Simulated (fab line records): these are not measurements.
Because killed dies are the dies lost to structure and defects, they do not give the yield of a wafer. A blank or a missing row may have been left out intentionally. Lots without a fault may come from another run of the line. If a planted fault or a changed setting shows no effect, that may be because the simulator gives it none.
Comparing a struck lot with a sound one	flow sky130	30 out of 708 route steps
Sound: the wafers L588.1, L588.4, L588.6. Wafers L594.2, L594.5, L594.6 were the ones struck. The cause is named last.
At each step with rows: each side's tool, then ch and its chambers, then its first start. Under that, the readings that differ: sound wafers	struck wafers	difference of the means	sigmas: that difference in standard deviations of wafers without a fault.
alike: readings whose means differ by less than 2 such deviations, and words and numbers that are the same on both sides. not compared: withheld readings, readings that some wafer has no value for, bounds like >300 that may hide the same value, and numbers for which the record gives no deviation and whose values overlap.
Wherever a step has rows on one side only, a row that says differs or no value, or a row with sigmas, the two part there. When numbers do not overlap yet have no deviation, they are printed without sigmas and do not part them. A reading that every wafer of one side lacks parts them only if that side has two wafers or more.

first, 6 steps without rows for these wafers: SKY_SONOS_ONO_HMDS_07 (prime time 60 s); SKY_SONOS_ONO_COAT_08 (resist thk 1140 nm); SKY_SONOS_ONO_SOFTBAKE_09 (time 60 s); SKY_SONOS_ONO_EXPOSE_10 (exposes mask ONOM, target cd 410 nm); SKY_SONOS_ONO_PEB_11; SKY_SONOS_ONO_DEVELOP_12 (develop time 60 s).
SKY_SONOS_ONO_CD_MEAS_13 targets a cd of 410 nm.
  sound: cd-sem-01 at day 15 01:44; struck: cd-sem-02 at day 16 21:13
  alike: cd-nm
SKY_SONOS_ONO_OVL_MEAS_14:
  sound: overlay-01 at day 15 01:51; struck: overlay-01 at day 16 21:19
  alike: SONOS_ONO_OVL
SKY_SONOS_ONO_ETCH_15: etches the open film in CHF3/O2, target depth 19.52 nm, time 7.8 s.
  sound on rie-diel-02 ch 1,2, day 15 01:53; struck on rie-diel-04 ch 1,2,3, day 16 21:21
  alike: drypump-motor-current-A, oes-product-au, throttle-valve-pct
  not compared: rf-hours-counter-h
then, 1 step without rows for these wafers: SKY_SONOS_ONO_WET_ETCH_16 (etches SiO2 in dHF, target depth 14 nm, time 276 s).
SKY_SONOS_ONO_STRIP_17: strips in O2/N2.
  sound on plasma-asher-02 ch 0,1, day 15 02:05; struck on plasma-asher-01 ch 0,1, day 16 21:28
reading	sound	struck	difference	sigmas
strip-time-to-endpoint-s (s)	14.05 13.98 14.03	14.09 14.12 14.12	+0.09	+2
  alike: drypump-motor-current-A, oes-product-au
  not compared: rf-hours-counter-h
then, 1 step without rows for these wafers: SKY_SONOS_ONO_WET_ETCH_18 (etches Si3N4 in H3PO4, target depth 15 nm, time 172 s).
SKY_GATE_OXIDE_CLEAN_00: cleans in SC1/SC2, time 150 s.
  sound on wet-bench-03 ch 3, day 15 02:14; struck on wet-bench-03 ch 1, day 16 21:38
reading	sound	struck	difference	sigmas
run-length-s (s)	186 186 186	110 110 110	-76	-22
model.SiO2_of_SONOS_ONO_CVD_04.thk-nm (nm)	4.661 4.731 4.709	5.158 5.038 4.986	+0.360	
then, 1 step without rows for these wafers: SKY_GATE_OXIDE_OXIDATION_01 (stabilise 600 s, purge 300 s, target thk 10.268 nm).
SKY_GATE_OXIDE_THK_MEAS_02:
  sound: film-metro-02 at day 15 05:52; struck: film-metro-03 at day 17 00:23
  alike: GATE_OXIDE_OXIDATION_00_THK
then, 7 steps without rows for these wafers: SKY_GATE_OXIDE_DEHYDRATE_03 (time 60 s); SKY_GATE_OXIDE_HMDS_04 (prime time 60 s); SKY_GATE_OXIDE_COAT_05 (resist thk 1140 nm); SKY_GATE_OXIDE_SOFTBAKE_06 (time 60 s); SKY_GATE_OXIDE_EXPOSE_07 (exposes mask LVOM, target cd 600 nm); SKY_GATE_OXIDE_PEB_08; SKY_GATE_OXIDE_DEVELOP_09 (develop time 60 s).
SKY_GATE_OXIDE_OVL_MEAS_10:
  sound: overlay-02 at day 16 09:39; struck: overlay-02 at day 18 05:18
  alike: GATE_OXIDE_OVL
then, 2 steps without rows for these wafers: SKY_GATE_OXIDE_IMPLANT_11; SKY_GATE_OXIDE_WET_ETCH_12 (etches SiO2 in dHF, target depth 16.8 nm, time 336 s).
SKY_GATE_OXIDE_STRIP_13: strips in O2/N2.
  sound on plasma-asher-02 ch 0,1, day 16 09:57; struck on plasma-asher-03 ch 0,1, day 18 05:35
  alike: drypump-motor-current-A, oes-product-au, strip-time-to-endpoint-s
  not compared: rf-hours-counter-h
SKY_GATE_OXIDE_TW_MEAS_14:
  sound: film-metro-02 at day 16 10:03; struck: film-metro-01 at day 18 05:42
  alike: GATE_OXIDE_TW
SKY_GATE_OXIDE_CLEAN_15: cleans in SC1/SC2, time 150 s.
  sound on wet-bench-03 ch 1, day 16 10:07; struck on wet-bench-03 ch 0, day 18 05:45
reading	sound	struck	difference	sigmas
model.SiO2_of_SONOS_ONO_CVD_04.thk-nm (nm)	3.973 4.044 4.022	4.477 4.36 4.307	+0.368	
  alike: run-length-s
then, 1 step without rows for these wafers: SKY_GATE_OXIDE_OXIDATION_16 (stabilise 600 s, purge 300 s, target thk 3.57 nm).
-- a jump in the record: the struck wafers' starts before and after are 31 days apart (it breaks off in module GATE_OXIDE and resumes in module PAD_OPEN, where the first step shown is number 708 of the route) --
SKY_PAD_OPEN_PROBE_99:
  sound: prober-02 at day 47 14:44; struck: prober-02 at day 48 21:34
reading	sound	struck	difference	sigmas
model.etest.cap-thick-oxide.gate-bv-v (V)	15.82 15.6 15.69	15.26 14.75 15.19	-0.64	
model.etest.cap-ono.gate-log10-a-cm2	-7.795 -7.798 -7.836	-8.452 -8.351 -8.216	-0.530	
model.etest.cap-ono.tox-acc-nm (nm)	12.71 12.82 12.76	13.24 13.21 13.12	+0.43	
model.etest.sonos-programmed.vt-v (V)	1.473 1.477 1.5	1.306 1.318 1.378	-0.149	
model.etest.sonos-erased.vt-v (V)	-2.355 -2.324 -2.317	-2.129 -2.137 -2.195	+0.178	
model.etest.sonos-baked.vt-v (V)	1.015 0.9921 0.9878	0.8058 0.8453 0.8809	-0.1543	
  alike: killed_at_M0_to_M3, killed_at_M4_up, killed-at-contacts, killed-at-front-end, killed-at-other, killed-dies, killed-open, killed-short

## WHERE THEY PART
Earliest at SKY_SONOS_ONO_STRIP_17; latest, in this record, at SKY_GATE_OXIDE_CLEAN_00. Later steps at which nothing parts them and some readings are alike: SKY_GATE_OXIDE_THK_MEAS_02, SKY_GATE_OXIDE_OVL_MEAS_10, SKY_GATE_OXIDE_STRIP_13, SKY_GATE_OXIDE_TW_MEAS_14, SKY_GATE_OXIDE_CLEAN_15, SKY_PAD_OPEN_PROBE_99.

WHY: whatever the simulator had introduced
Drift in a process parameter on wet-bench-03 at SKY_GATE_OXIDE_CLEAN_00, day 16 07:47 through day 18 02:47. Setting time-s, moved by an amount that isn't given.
